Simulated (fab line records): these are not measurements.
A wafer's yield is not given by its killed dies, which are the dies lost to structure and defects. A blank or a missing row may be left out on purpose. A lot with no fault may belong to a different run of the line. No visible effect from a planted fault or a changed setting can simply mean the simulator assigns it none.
A struck lot beside a sound one -- flow gf180mcu -- 17 steps out of a route of 602
Sound: these wafers, L132.1, L132.4, L132.6. Struck: wafers L146.2, L146.4 (left out: L146.1, a lot-mate that was not struck); the cause follows at the end.
Each step with rows lists, per side, the tool, then ch with its chambers, then its first start. Under that, the readings that differ: sound wafers -- struck wafers -- difference of the means -- sigmas: that difference in standard deviations of wafers without a fault.
alike: readings with means less than 2 such deviations apart, plus words and numbers identical on both sides. not compared: withheld readings, readings lacking a value on some wafer, bounds such as >300 that could conceal the same value, and numbers that have no deviation in the record and whose values overlap.
Wherever a step has rows on one side only, a row that says differs or no value, or a row with sigmas, the two part there. Numbers that don't overlap but have no deviation are shown without sigmas and don't part them. A reading that every wafer of one side lacks parts them only if that side has two wafers or more.

first, 3 steps without rows for these wafers: GF_V5_EXPOSE_11 (exposes mask Via5, target cd 260 nm); GF_V5_PEB_12 (peb time 90 s); GF_V5_DEVELOP_13 (develop time 60 s).
GF_V5_CD_MEAS_14: the cd target is 260 nm.
  sound: cd_sem-02 at day 27 01:23; struck: cd_sem-01 at day 31 07:23
  alike: cd_nm
GF_V5_OVL_MEAS_15:
  sound: overlay-01 at day 27 01:30; struck: overlay-02 at day 31 07:30
  alike: V5_OVL
GF_V5_ETCH_16: etches BARC in N2/H2.
  sound on rie_diel-03 ch 2,3, day 27 01:32; struck on rie_diel-03 ch 1,3, day 31 07:32
reading,sound,struck,difference,sigmas
n2_flow_sccm (sccm),100.09 100.05 100.77,99.42 100.02,-0.58,-2
  alike: drypump_motor_current_A, oes_product_au, throttle_valve_pct
then, 1 step without rows for these wafers: GF_V5_ETCH_17 (etches SiO2 in C4F8/O2/Ar, stops on TiN, target depth 855 nm).
GF_V5_STRIP_18: strips in O2/N2.
  sound on plasma_asher-01 ch 0,1, day 27 01:41; struck on plasma_asher-04 ch 0,1, day 31 07:41
  alike: drypump_motor_current_A, heater_power_w, n2_flow_sccm, oes_product_au
  not compared: rf_hours_counter_h
then, 2 steps without rows for these wafers: GF_V5_STRIP_19 (strips in post etch residue remover, time 1200 s); GF_V5_CLEAN_20 (cleans in DIW).
GF_V5_SPUTTER_21: material Ti, target thk 15 nm, time 80.02 s.
  sound: pvd_sputter-04 at day 27 02:13; struck: pvd_sputter-01 at day 31 08:14
  alike: throttle_valve_pct
GF_V5_SPUTTER_22: material TiN, target thk 10 nm, time 40 s.
  sound: pvd_sputter-04 at day 27 02:17; struck: pvd_sputter-01 at day 31 08:17
  alike: throttle_valve_pct
GF_V5_CVD_23: deposits W, target thk 350 nm, time 104.9 s.
  sound on cvd_w-01 ch 0,1, day 27 02:19; struck on cvd_w-01 ch 1, day 31 08:20
reading,sound,struck,difference,sigmas
chamber_pressure_Torr (Torr),40.03 40.10 40.01,23.64 23.64,-16.41,-99 or more
model.W_of_V5_CVD_23.thk_nm (nm),352.7 350 350.3,270.3 268.6,-81.5,
  alike: heater_power_w
GF_V5_RS_MEAS_24: measures by four-point-probe.
  sound: film_metro-04 at day 27 02:26; struck: film_metro-03 at day 31 08:26
reading,sound,struck,difference,sigmas
V5_W_RS (ohm/sq),0.325 0.327 0.327,0.425 0.427,+0.100,+26
GF_V5_THK_MEAS_25: measures by xrf.
  sound: film_metro-04 at day 27 02:33; struck: film_metro-03 at day 31 08:34
reading,sound,struck,difference,sigmas
V5_W_THK (nm),357 351 353,281 279,-74,-11
GF_V5_CMP_26: polishes, stops on SiO2, t overpolish 13.53 s, target thk 0 nm.
  sound on cmp-02 ch 1,2, day 27 02:40; struck on cmp-02 ch 1,3, day 31 08:37
reading,sound,struck,difference,sigmas
time_to_endpoint_s (s),89 86 85,68 64,-21,-4
  alike: motor_current_A, slurry_filter_dp_kPa
GF_TOP_METAL_SPUTTER_00: material Ti, target thk 37.5 nm, time 150 s.
  sound: pvd_sputter-03 at day 27 02:55; struck: pvd_sputter-03 at day 31 08:55
  alike: throttle_valve_pct

WHERE THEY PART
At GF_V5_ETCH_16 first; at GF_V5_CMP_26 last (within this record only). Later steps at which nothing parts them and some readings are alike: GF_TOP_METAL_SPUTTER_00.

WHY: whatever the simulator had introduced
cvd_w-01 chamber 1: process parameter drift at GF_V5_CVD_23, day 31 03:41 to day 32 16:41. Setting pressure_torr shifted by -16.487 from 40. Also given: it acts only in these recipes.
